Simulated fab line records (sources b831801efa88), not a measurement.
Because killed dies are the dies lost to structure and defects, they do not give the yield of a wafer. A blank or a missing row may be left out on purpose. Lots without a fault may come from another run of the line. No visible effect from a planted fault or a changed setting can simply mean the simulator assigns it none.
fab line records || flow gf180mcu
record: {"lots": 6, "wafers": 16, "lastDay": 34}
route steps=602 shown TOP_METAL@568
lots that met no fault: from a run of the same line without faults
startH: hours from the record's first day to the start of the lot's first wafer shown || waitH: hours since the lot's step before || " unchanged from the row above || L1.1+2: a row that stands for several wafers || - no value, or no start was given || * or withheld: withheld || < > ~ a bound
route shown NAME@n: names a module that has steps shown in the file, with the first one's number in the route || usual: mean/standard deviation taken from wafers without a fault || same: alike in all rows || chamber/n: place in a boat || sites: each site's reading || _std_site: the standard deviation of these || _edge_site: inner sites' mean taken away from outer sites' mean || radiusMm: for every site, how far away it sits from the centre of the wafer || mask NAME#n: copy n || behind: tool/chamber where the wafer was last shaped || hold: why the lot went on hold/how many hours it stayed there/how the hold came to an end || device: names the non-switching transistor (n, p or np) || end of line: tests run on the same wafers once the route is complete || a step given without rows: its recipe and nothing more || killed: dies lost to structure and defects at the first sort, not the wafer's yield || map: shows each die of a wafer: x if killed, . if not, _ if none is there
set.NAME: the setting as run; set.NAME@STEP: as run at that earlier step || model.NAME: the simulator's own value behind a step, which no gauge read
lots at some steps of the route; a table a step, a row a wafer
services: a tool's chamber out of use, with start hour (startH, from the record's first day; less than 0 if before it), hours out, and reason
== steps ==
step: GF_TOP_METAL_SPUTTER_01
recipe: {"material": "TiN", "targetThkNm": 30, "powerW": 6500, "timeS": 25, "chamberPressurePa": 0.4}
usual: {"throttleValvePct": "30.2/0.95"}
{"lot.wafer": "L797.3", "tool": "pvdSputter-04", "chamber": "-", "startH": 648.44, "waitH": 0.1, "throttleValvePct": 31.8}
{"lot.wafer": "L797.4", "tool": "pvdSputter-04", "chamber": "-", "startH": 648.44, "waitH": 0.1, "throttleValvePct": 30.1}
{"lot.wafer": "L797.6", "tool": "pvdSputter-04", "chamber": "-", "startH": 648.44, "waitH": 0.1, "throttleValvePct": 32.1}
{"lot.wafer": "L798.2", "tool": "pvdSputter-04", "chamber": "-", "startH": 649.78, "waitH": 0.1, "throttleValvePct": 31.8}
{"lot.wafer": "L798.4", "tool": "pvdSputter-04", "chamber": "-", "startH": 649.78, "waitH": 0.1, "throttleValvePct": 30.6}
{"lot.wafer": "L798.6", "tool": "pvdSputter-04", "chamber": "-", "startH": 649.78, "waitH": 0.1, "throttleValvePct": 30.1}
{"lot.wafer": "L805.3", "tool": "pvdSputter-03", "chamber": "-", "startH": 701.15, "waitH": 0.1, "throttleValvePct": 29.8}
{"lot.wafer": "L805.6", "tool": "pvdSputter-03", "chamber": "-", "startH": 701.15, "waitH": 0.1, "throttleValvePct": 30.8}
{"lot.wafer": "L807.5", "tool": "pvdSputter-04", "chamber": "-", "startH": 721.70, "waitH": 0.0, "throttleValvePct": 31.9}
{"lot.wafer": "L807.6", "tool": "pvdSputter-04", "chamber": "-", "startH": 721.70, "waitH": 0.0, "throttleValvePct": 30.3}
{"lot.wafer": "L816.1", "tool": "pvdSputter-03", "chamber": "-", "startH": 768.82, "waitH": 0.1, "throttleValvePct": 29.9}
{"lot.wafer": "L816.2", "tool": "pvdSputter-03", "chamber": "-", "startH": 768.82, "waitH": 0.1, "throttleValvePct": 29.6}
{"lot.wafer": "L816.6", "tool": "pvdSputter-03", "chamber": "-", "startH": 768.82, "waitH": 0.1, "throttleValvePct": 30.3}
{"lot.wafer": "L818.1", "tool": "pvdSputter-03", "chamber": "-", "startH": 781.33, "waitH": 0.1, "throttleValvePct": 30.0}
{"lot.wafer": "L818.3", "tool": "pvdSputter-03", "chamber": "-", "startH": 781.33, "waitH": 0.1, "throttleValvePct": 30.0}
{"lot.wafer": "L818.6", "tool": "pvdSputter-03", "chamber": "-", "startH": 781.33, "waitH": 0.1, "throttleValvePct": 30.1}
step: GF_TOP_METAL_SPUTTER_02
recipe: {"material": "AlCu", "targetThkNm": 900, "powerW": 10600, "chamberPressurePa": 0.3, "substrateTempC": 250, "gas": "Ar", "timeS": 47.82}
usual: {"throttleValvePct": "30.2/0.95"}
{"lot.wafer": "L797.3", "tool": "pvdSputter-04", "chamber": "-", "startH": 648.47, "waitH": 0.0, "throttleValvePct": 32.0}
{"lot.wafer": "L797.4", "tool": "pvdSputter-04", "chamber": "-", "startH": 648.47, "waitH": 0.0, "throttleValvePct": 29.9}
{"lot.wafer": "L797.6", "tool": "pvdSputter-04", "chamber": "-", "startH": 648.47, "waitH": 0.0, "throttleValvePct": 31.7}
{"lot.wafer": "L798.2", "tool": "pvdSputter-04", "chamber": "-", "startH": 649.81, "waitH": 0.0, "throttleValvePct": 31.9}
{"lot.wafer": "L798.4", "tool": "pvdSputter-04", "chamber": "-", "startH": 649.81, "waitH": 0.0, "throttleValvePct": 30.3}
{"lot.wafer": "L798.6", "tool": "pvdSputter-04", "chamber": "-", "startH": 649.81, "waitH": 0.0, "throttleValvePct": 30.0}
{"lot.wafer": "L805.3", "tool": "pvdSputter-03", "chamber": "-", "startH": 701.18, "waitH": 0.0, "throttleValvePct": 29.9}
{"lot.wafer": "L805.6", "tool": "pvdSputter-03", "chamber": "-", "startH": 701.18, "waitH": 0.0, "throttleValvePct": 30.7}
{"lot.wafer": "L807.5", "tool": "pvdSputter-04", "chamber": "-", "startH": 721.74, "waitH": 0.0, "throttleValvePct": 31.7}
{"lot.wafer": "L807.6", "tool": "pvdSputter-04", "chamber": "-", "startH": 721.74, "waitH": 0.0, "throttleValvePct": 30.6}
{"lot.wafer": "L816.1", "tool": "pvdSputter-03", "chamber": "-", "startH": 768.85, "waitH": 0.0, "throttleValvePct": 30.0}
{"lot.wafer": "L816.2", "tool": "pvdSputter-03", "chamber": "-", "startH": 768.85, "waitH": 0.0, "throttleValvePct": 29.9}
{"lot.wafer": "L816.6", "tool": "pvdSputter-03", "chamber": "-", "startH": 768.85, "waitH": 0.0, "throttleValvePct": 30.4}
{"lot.wafer": "L818.1", "tool": "pvdSputter-03", "chamber": "-", "startH": 781.36, "waitH": 0.0, "throttleValvePct": 29.9}
{"lot.wafer": "L818.3", "tool": "pvdSputter-03", "chamber": "-", "startH": 781.36, "waitH": 0.0, "throttleValvePct": 30.2}
{"lot.wafer": "L818.6", "tool": "pvdSputter-03", "chamber": "-", "startH": 781.36, "waitH": 0.0, "throttleValvePct": 30.1}
step: GF_TOP_METAL_SPUTTER_03
recipe: {"material": "Ti", "targetThkNm": 5, "substrateTempC": 300, "chamberPressurePa": 0.3, "powerW": 3000, "timeS": 3.3}
usual: {"throttleValvePct": "30.2/0.96"}
{"lot.wafer": "L797.3", "tool": "pvdSputter-04", "chamber": "-", "startH": 648.51, "waitH": 0.0, "throttleValvePct": 32.2}
{"lot.wafer": "L797.4", "tool": "pvdSputter-04", "chamber": "-", "startH": 648.51, "waitH": 0.0, "throttleValvePct": 29.8}
{"lot.wafer": "L797.6", "tool": "pvdSputter-04", "chamber": "-", "startH": 648.51, "waitH": 0.0, "throttleValvePct": 31.7}
{"lot.wafer": "L798.2", "tool": "pvdSputter-04", "chamber": "-", "startH": 649.85, "waitH": 0.0, "throttleValvePct": 32.1}
{"lot.wafer": "L798.4", "tool": "pvdSputter-04", "chamber": "-", "startH": 649.85, "waitH": 0.0, "throttleValvePct": 30.6}
{"lot.wafer": "L798.6", "tool": "pvdSputter-04", "chamber": "-", "startH": 649.85, "waitH": 0.0, "throttleValvePct": 29.9}
{"lot.wafer": "L805.3", "tool": "pvdSputter-03", "chamber": "-", "startH": 701.22, "waitH": 0.0, "throttleValvePct": 30.1}
{"lot.wafer": "L805.6", "tool": "pvdSputter-03", "chamber": "-", "startH": 701.22, "waitH": 0.0, "throttleValvePct": 31.0}
{"lot.wafer": "L807.5", "tool": "pvdSputter-04", "chamber": "-", "startH": 721.77, "waitH": 0.0, "throttleValvePct": 32.1}
{"lot.wafer": "L807.6", "tool": "pvdSputter-04", "chamber": "-", "startH": 721.77, "waitH": 0.0, "throttleValvePct": 30.1}
{"lot.wafer": "L816.1", "tool": "pvdSputter-03", "chamber": "-", "startH": 768.89, "waitH": 0.0, "throttleValvePct": 30.0}
{"lot.wafer": "L816.2", "tool": "pvdSputter-03", "chamber": "-", "startH": 768.89, "waitH": 0.0, "throttleValvePct": 29.6}
{"lot.wafer": "L816.6", "tool": "pvdSputter-03", "chamber": "-", "startH": 768.89, "waitH": 0.0, "throttleValvePct": 30.0}
{"lot.wafer": "L818.1", "tool": "pvdSputter-03", "chamber": "-", "startH": 781.41, "waitH": 0.0, "throttleValvePct": 29.7}
{"lot.wafer": "L818.3", "tool": "pvdSputter-03", "chamber": "-", "startH": 781.41, "waitH": 0.0, "throttleValvePct": 30.3}
{"lot.wafer": "L818.6", "tool": "pvdSputter-03", "chamber": "-", "startH": 781.41, "waitH": 0.0, "throttleValvePct": 30.2}
step: GF_TOP_METAL_SPUTTER_04
recipe: {"material": "TiN", "targetThkNm": 25, "powerW": 6500, "timeS": 20.8, "chamberPressurePa": 0.4}
usual: {"throttleValvePct": "30.2/0.95"}
{"lot.wafer": "L797.3", "tool": "pvdSputter-04", "chamber": "-", "startH": 648.53, "waitH": 0.0, "throttleValvePct": 31.6}
{"lot.wafer": "L797.4", "tool": "pvdSputter-04", "chamber": "-", "startH": 648.53, "waitH": 0.0, "throttleValvePct": 29.9}
{"lot.wafer": "L797.6", "tool": "pvdSputter-04", "chamber": "-", "startH": 648.53, "waitH": 0.0, "throttleValvePct": 31.9}
{"lot.wafer": "L798.2", "tool": "pvdSputter-04", "chamber": "-", "startH": 649.87, "waitH": 0.0, "throttleValvePct": 31.5}
{"lot.wafer": "L798.4", "tool": "pvdSputter-04", "chamber": "-", "startH": 649.87, "waitH": 0.0, "throttleValvePct": 30.4}
{"lot.wafer": "L798.6", "tool": "pvdSputter-04", "chamber": "-", "startH": 649.87, "waitH": 0.0, "throttleValvePct": 29.8}
{"lot.wafer": "L805.3", "tool": "pvdSputter-03", "chamber": "-", "startH": 701.24, "waitH": 0.0, "throttleValvePct": 30.0}
{"lot.wafer": "L805.6", "tool": "pvdSputter-03", "chamber": "-", "startH": 701.24, "waitH": 0.0, "throttleValvePct": 30.9}
{"lot.wafer": "L807.5", "tool": "pvdSputter-04", "chamber": "-", "startH": 721.79, "waitH": 0.0, "throttleValvePct": 31.8}
{"lot.wafer": "L807.6", "tool": "pvdSputter-04", "chamber": "-", "startH": 721.79, "waitH": 0.0, "throttleValvePct": 30.6}
{"lot.wafer": "L816.1", "tool": "pvdSputter-03", "chamber": "-", "startH": 768.91, "waitH": 0.0, "throttleValvePct": 29.9}
{"lot.wafer": "L816.2", "tool": "pvdSputter-03", "chamber": "-", "startH": 768.91, "waitH": 0.0, "throttleValvePct": 29.9}
{"lot.wafer": "L816.6", "tool": "pvdSputter-03", "chamber": "-", "startH": 768.91, "waitH": 0.0, "throttleValvePct": 30.1}
{"lot.wafer": "L818.1", "tool": "pvdSputter-03", "chamber": "-", "startH": 781.43, "waitH": 0.0, "throttleValvePct": 29.9}
{"lot.wafer": "L818.3", "tool": "pvdSputter-03", "chamber": "-", "startH": 781.43, "waitH": 0.0, "throttleValvePct": 30.2}
{"lot.wafer": "L818.6", "tool": "pvdSputter-03", "chamber": "-", "startH": 781.43, "waitH": 0.0, "throttleValvePct": 30.3}
step: GF_TOP_METAL_RS_MEAS_05
recipe: {"thkMeasGauge": "four-point-probe", "reads": "TiN_of_TOP_METAL_SPUTTER_04+Ti_of_TOP_METAL_SPUTTER_03+AlCu_of_TOP_METAL_SPUTTER_02+TiN_of_TOP_METAL_SPUTTER_01+Ti_of_TOP_METAL_SPUTTER_00"}
usual: {"TOP_METAL_ALCU_RS": "0.0327/0.00048"}
{"lot.wafer": "L797.3", "tool": "filmMetro-03", "chamber": "-", "startH": 648.60, "waitH": 0.1, "TOP_METAL_ALCU_RS[ohm/sq]": 0.0326}
{"lot.wafer": "L797.4", "tool": "filmMetro-03", "chamber": "-", "startH": 648.60, "waitH": 0.1, "TOP_METAL_ALCU_RS[ohm/sq]": 0.0328}
{"lot.wafer": "L797.6", "tool": "filmMetro-03", "chamber": "-", "startH": 648.60, "waitH": 0.1, "TOP_METAL_ALCU_RS[ohm/sq]": 0.0325}
{"lot.wafer": "L798.2", "tool": "filmMetro-04", "chamber": "-", "startH": 649.92, "waitH": 0.0, "TOP_METAL_ALCU_RS[ohm/sq]": 0.0325}
{"lot.wafer": "L798.4", "tool": "filmMetro-04", "chamber": "-", "startH": 649.92, "waitH": 0.0, "TOP_METAL_ALCU_RS[ohm/sq]": 0.0329}
{"lot.wafer": "L798.6", "tool": "filmMetro-04", "chamber": "-", "startH": 649.92, "waitH": 0.0, "TOP_METAL_ALCU_RS[ohm/sq]": 0.0329}
{"lot.wafer": "L805.3", "tool": "filmMetro-01", "chamber": "-", "startH": 701.31, "waitH": 0.1, "TOP_METAL_ALCU_RS[ohm/sq]": 0.0324}
{"lot.wafer": "L805.6", "tool": "filmMetro-01", "chamber": "-", "startH": 701.31, "waitH": 0.1, "TOP_METAL_ALCU_RS[ohm/sq]": 0.0331}
{"lot.wafer": "L807.5", "tool": "filmMetro-04", "chamber": "-", "startH": 721.89, "waitH": 0.1, "TOP_METAL_ALCU_RS[ohm/sq]": 0.0325}
{"lot.wafer": "L807.6", "tool": "filmMetro-04", "chamber": "-", "startH": 721.89, "waitH": 0.1, "TOP_METAL_ALCU_RS[ohm/sq]": 0.0327}
{"lot.wafer": "L816.1", "tool": "filmMetro-01", "chamber": "-", "startH": 768.94, "waitH": 0.0, "TOP_METAL_ALCU_RS[ohm/sq]": 0.0328}
{"lot.wafer": "L816.2", "tool": "filmMetro-01", "chamber": "-", "startH": 768.94, "waitH": 0.0, "TOP_METAL_ALCU_RS[ohm/sq]": 0.0325}
{"lot.wafer": "L816.6", "tool": "filmMetro-01", "chamber": "-", "startH": 768.94, "waitH": 0.0, "TOP_METAL_ALCU_RS[ohm/sq]": 0.0324}
{"lot.wafer": "L818.1", "tool": "filmMetro-04", "chamber": "-", "startH": 781.45, "waitH": 0.0, "TOP_METAL_ALCU_RS[ohm/sq]": 0.0319}
{"lot.wafer": "L818.3", "tool": "filmMetro-04", "chamber": "-", "startH": 781.45, "waitH": 0.0, "TOP_METAL_ALCU_RS[ohm/sq]": 0.0322}
{"lot.wafer": "L818.6", "tool": "filmMetro-04", "chamber": "-", "startH": 781.45, "waitH": 0.0, "TOP_METAL_ALCU_RS[ohm/sq]": 0.0320}
step: GF_TOP_METAL_THK_MEAS_06
recipe: {"thkMeasGauge": "xrf", "reads": "AlCu_of_TOP_METAL_SPUTTER_02"}
usual: {"TOP_METAL_ALCU_THK": "907/14"}
{"lot.wafer": "L797.3", "tool": "filmMetro-03", "chamber": "-", "startH": 648.70, "waitH": 0.1, "TOP_METAL_ALCU_THK[nm]": 899}
{"lot.wafer": "L797.4", "tool": "filmMetro-03", "chamber": "-", "startH": 648.70, "waitH": 0.1, "TOP_METAL_ALCU_THK[nm]": 900}
{"lot.wafer": "L797.6", "tool": "filmMetro-03", "chamber": "-", "startH": 648.70, "waitH": 0.1, "TOP_METAL_ALCU_THK[nm]": 910}
{"lot.wafer": "L798.2", "tool": "filmMetro-04", "chamber": "-", "startH": 650.03, "waitH": 0.1, "TOP_METAL_ALCU_THK[nm]": 912}
{"lot.wafer": "L798.4", "tool": "filmMetro-04", "chamber": "-", "startH": 650.03, "waitH": 0.1, "TOP_METAL_ALCU_THK[nm]": 898}
{"lot.wafer": "L798.6", "tool": "filmMetro-04", "chamber": "-", "startH": 650.03, "waitH": 0.1, "TOP_METAL_ALCU_THK[nm]": 900}
{"lot.wafer": "L805.3", "tool": "filmMetro-01", "chamber": "-", "startH": 701.41, "waitH": 0.1, "TOP_METAL_ALCU_THK[nm]": 925}
{"lot.wafer": "L805.6", "tool": "filmMetro-01", "chamber": "-", "startH": 701.41, "waitH": 0.1, "TOP_METAL_ALCU_THK[nm]": 902}
{"lot.wafer": "L807.5", "tool": "filmMetro-04", "chamber": "-", "startH": 721.97, "waitH": 0.1, "TOP_METAL_ALCU_THK[nm]": 912}
{"lot.wafer": "L807.6", "tool": "filmMetro-04", "chamber": "-", "startH": 721.97, "waitH": 0.1, "TOP_METAL_ALCU_THK[nm]": 904}
{"lot.wafer": "L816.1", "tool": "filmMetro-01", "chamber": "-", "startH": 769.06, "waitH": 0.1, "TOP_METAL_ALCU_THK[nm]": 906}
{"lot.wafer": "L816.2", "tool": "filmMetro-01", "chamber": "-", "startH": 769.06, "waitH": 0.1, "TOP_METAL_ALCU_THK[nm]": 911}
{"lot.wafer": "L816.6", "tool": "filmMetro-01", "chamber": "-", "startH": 769.06, "waitH": 0.1, "TOP_METAL_ALCU_THK[nm]": 917}
{"lot.wafer": "L818.1", "tool": "filmMetro-04", "chamber": "-", "startH": 781.57, "waitH": 0.1, "TOP_METAL_ALCU_THK[nm]": 933}
{"lot.wafer": "L818.3", "tool": "filmMetro-04", "chamber": "-", "startH": 781.57, "waitH": 0.1, "TOP_METAL_ALCU_THK[nm]": 922}
{"lot.wafer": "L818.6", "tool": "filmMetro-04", "chamber": "-", "startH": 781.57, "waitH": 0.1, "TOP_METAL_ALCU_THK[nm]": 927}
step: GF_TOP_METAL_DEHYDRATE_07
recipe: {"tempC": 200, "timeS": 60}
step: GF_TOP_METAL_HMDS_08
recipe: {"primeTimeS": 60, "primeTempC": 120}
step: GF_TOP_METAL_COAT_09
recipe: {"resist": "NOVOLAK", "spinRpm": 3000, "resistThkNm": 1500}
step: GF_TOP_METAL_SOFTBAKE_10
recipe: {"tempC": 90, "timeS": 60, "resist": "NOVOLAK"}
step: GF_TOP_METAL_EXPOSE_11
recipe: {"maskId": "MetalTop", "targetCdNm": 440, "na": 0.6, "sourceShape": "conventional", "sigmaOuter": 0.6, "doseMj": 170}
step: GF_TOP_METAL_PEB_12
recipe: {"tempC": "withheld", "timeS": "*", "resist": "NOVOLAK"}
step: GF_TOP_METAL_DEVELOP_13
recipe: {"developTimeS": 60, "devTempC": 23}
{"lot.wafer": "L797.3+4+6", "tool": "lithoTrack-04", "chamber": 0, "startH": 667.89, "waitH": 0.1}
{"lot.wafer": "L798.2+4+6", "tool": "lithoTrack-04", "chamber": 0, "startH": 668.86, "waitH": 0.1}
{"lot.wafer": "L805.3+6", "tool": "lithoTrack-04", "chamber": 0, "startH": 719.18, "waitH": 0.1}
{"lot.wafer": "L807.5+6", "tool": "lithoTrack-04", "chamber": 0, "startH": 738.53, "waitH": 0.1}
{"lot.wafer": "L816.1+2+6", "tool": "lithoTrack-01", "chamber": 0, "startH": 783.95, "waitH": 0.1}
{"lot.wafer": "L818.1+3+6", "tool": "lithoTrack-01", "chamber": 0, "startH": 795.95, "waitH": 0.1}
step: GF_TOP_METAL_CD_MEAS_14
recipe: {"targetCdNm": 440}
usual: {"cdNm": "438.6/2.5"}
{"lot.wafer": "L797.3", "tool": "cdSem-02", "chamber": "-", "startH": 668.03, "waitH": 0.1, "cdNm": 437.3}
{"lot.wafer": "L797.4", "tool": "cdSem-02", "chamber": "-", "startH": 668.03, "waitH": 0.1, "cdNm": 438.1}
{"lot.wafer": "L797.6", "tool": "cdSem-02", "chamber": "-", "startH": 668.03, "waitH": 0.1, "cdNm": 437.6}
{"lot.wafer": "L798.2", "tool": "cdSem-01", "chamber": "-", "startH": 669.01, "waitH": 0.1, "cdNm": 440.3}
{"lot.wafer": "L798.4", "tool": "cdSem-01", "chamber": "-", "startH": 669.01, "waitH": 0.1, "cdNm": 440.2}
{"lot.wafer": "L798.6", "tool": "cdSem-01", "chamber": "-", "startH": 669.01, "waitH": 0.1, "cdNm": 440.6}
{"lot.wafer": "L805.3", "tool": "cdSem-01", "chamber": "-", "startH": 719.32, "waitH": 0.1, "cdNm": 445.1}
{"lot.wafer": "L805.6", "tool": "cdSem-01", "chamber": "-", "startH": 719.32, "waitH": 0.1, "cdNm": 449.6}
{"lot.wafer": "L807.5", "tool": "cdSem-02", "chamber": "-", "startH": 738.66, "waitH": 0.1, "cdNm": 443.5}
{"lot.wafer": "L807.6", "tool": "cdSem-02", "chamber": "-", "startH": 738.66, "waitH": 0.1, "cdNm": 446.9}
{"lot.wafer": "L816.1", "tool": "cdSem-02", "chamber": "-", "startH": 784.10, "waitH": 0.1, "cdNm": 437.9}
{"lot.wafer": "L816.2", "tool": "cdSem-02", "chamber": "-", "startH": 784.10, "waitH": 0.1, "cdNm": 435.8}
{"lot.wafer": "L816.6", "tool": "cdSem-02", "chamber": "-", "startH": 784.10, "waitH": 0.1, "cdNm": 437.2}
{"lot.wafer": "L818.1", "tool": "cdSem-01", "chamber": "-", "startH": 796.10, "waitH": 0.1, "cdNm": 435.1}
{"lot.wafer": "L818.3", "tool": "cdSem-01", "chamber": "-", "startH": 796.10, "waitH": 0.1, "cdNm": 433.7}
{"lot.wafer": "L818.6", "tool": "cdSem-01", "chamber": "-", "startH": 796.10, "waitH": 0.1, "cdNm": 435.5}
step: GF_TOP_METAL_OVL_MEAS_15
usual: {"TOP_METAL_OVL": "-0.6/1.3"}
{"lot.wafer": "L797.3", "tool": "overlay-01", "chamber": "-", "startH": 668.12, "waitH": 0.1, "TOP_METAL_OVL[nm]": -1.7}
{"lot.wafer": "L797.4", "tool": "overlay-01", "chamber": "-", "startH": 668.12, "waitH": 0.1, "TOP_METAL_OVL[nm]": -0.1}
{"lot.wafer": "L797.6", "tool": "overlay-01", "chamber": "-", "startH": 668.12, "waitH": 0.1, "TOP_METAL_OVL[nm]": 1.2}
{"lot.wafer": "L798.2", "tool": "overlay-01", "chamber": "-", "startH": 669.11, "waitH": 0.1, "TOP_METAL_OVL[nm]": 1.5}
{"lot.wafer": "L798.4", "tool": "overlay-01", "chamber": "-", "startH": 669.11, "waitH": 0.1, "TOP_METAL_OVL[nm]": 0.0}
{"lot.wafer": "L798.6", "tool": "overlay-01", "chamber": "-", "startH": 669.11, "waitH": 0.1, "TOP_METAL_OVL[nm]": 1.8}
{"lot.wafer": "L805.3", "tool": "overlay-02", "chamber": "-", "startH": 719.42, "waitH": 0.1, "TOP_METAL_OVL[nm]": -1.3}
{"lot.wafer": "L805.6", "tool": "overlay-02", "chamber": "-", "startH": 719.42, "waitH": 0.1, "TOP_METAL_OVL[nm]": -0.9}
{"lot.wafer": "L807.5", "tool": "overlay-01", "chamber": "-", "startH": 738.73, "waitH": 0.0, "TOP_METAL_OVL[nm]": -2.1}
{"lot.wafer": "L807.6", "tool": "overlay-01", "chamber": "-", "startH": 738.73, "waitH": 0.0, "TOP_METAL_OVL[nm]": 0.0}
{"lot.wafer": "L816.1", "tool": "overlay-01", "chamber": "-", "startH": 784.22, "waitH": 0.1, "TOP_METAL_OVL[nm]": -1.5}
{"lot.wafer": "L816.2", "tool": "overlay-01", "chamber": "-", "startH": 784.22, "waitH": 0.1, "TOP_METAL_OVL[nm]": -0.4}
{"lot.wafer": "L816.6", "tool": "overlay-01", "chamber": "-", "startH": 784.22, "waitH": 0.1, "TOP_METAL_OVL[nm]": -2.3}
{"lot.wafer": "L818.1", "tool": "overlay-02", "chamber": "-", "startH": 796.22, "waitH": 0.1, "TOP_METAL_OVL[nm]": -0.1}
{"lot.wafer": "L818.3", "tool": "overlay-02", "chamber": "-", "startH": 796.22, "waitH": 0.1, "TOP_METAL_OVL[nm]": -2.4}
{"lot.wafer": "L818.6", "tool": "overlay-02", "chamber": "-", "startH": 796.22, "waitH": 0.1, "TOP_METAL_OVL[nm]": 2.1}
== services ==
{"tool": "pvdSputter-03", "chamber": "-", "startH": 665.04, "hours": 21.5, "kind": "repair"}
{"tool": "pvdSputter-04", "chamber": "-", "startH": 677.16, "hours": 4.4, "kind": "repair"}
{"tool": "pvdSputter-04", "chamber": "-", "startH": 689.18, "hours": 13.8, "kind": "repair"}
{"tool": "pvdSputter-04", "chamber": 0, "startH": 704.06, "hours": "-", "kind": "consumableReplace:kit"}
{"tool": "pvdSputter-04", "chamber": 0, "startH": 704.06, "hours": 18.0, "kind": "scheduledDown"}
{"tool": "pvdSputter-04", "chamber": 0, "startH": 704.06, "hours": 18.0, "kind": "ventCycle"}
{"tool": "lithoTrack-04", "chamber": "-", "startH": 736.88, "hours": "-", "kind": "consumableReplace:filter"}
{"tool": "pvdSputter-04", "chamber": "-", "startH": 747.51, "hours": 9.0, "kind": "repair"}
{"tool": "pvdSputter-04", "chamber": 3, "startH": 758.72, "hours": "-", "kind": "consumableReplace:kit"}
{"tool": "pvdSputter-04", "chamber": 3, "startH": 758.72, "hours": 18.0, "kind": "scheduledDown"}
{"tool": "pvdSputter-04", "chamber": 3, "startH": 758.72, "hours": 18.0, "kind": "ventCycle"}
{"tool": "pvdSputter-03", "chamber": 1, "startH": 770.90, "hours": "-", "kind": "consumableReplace:kit"}
{"tool": "pvdSputter-03", "chamber": 1, "startH": 770.90, "hours": 18.0, "kind": "scheduledDown"}
{"tool": "pvdSputter-03", "chamber": 1, "startH": 770.90, "hours": 18.0, "kind": "ventCycle"}
{"tool": "lithoTrack-01", "chamber": "-", "startH": 787.12, "hours": "-", "kind": "consumableReplace:filter"}
== key ==
firstSign: {"step": "GF_TOP_METAL_CD_MEAS_14", "reading": "cdNm", "direction": "up", "sigmas": 3.2, "usual": 438.6, "struck": 446.7}
effect none on later readings
metAt GF_TOP_METAL_DEVELOP_13
struckWafers L805.6,L807.5,L807.6
onsetBetween 668.86 719.18
fault: {"kind": "processParameterDrift", "tool": "lithoTrack-04", "chamber": "-", "onsetH": 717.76, "steps": "GF_TOP_METAL_DEVELOP_13", "channel": "developTimeS", "offset": "*", "shape": "step", "endH": 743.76, "scope": "struckWafersOnly", "actsIn": "*", "stated": "*"}
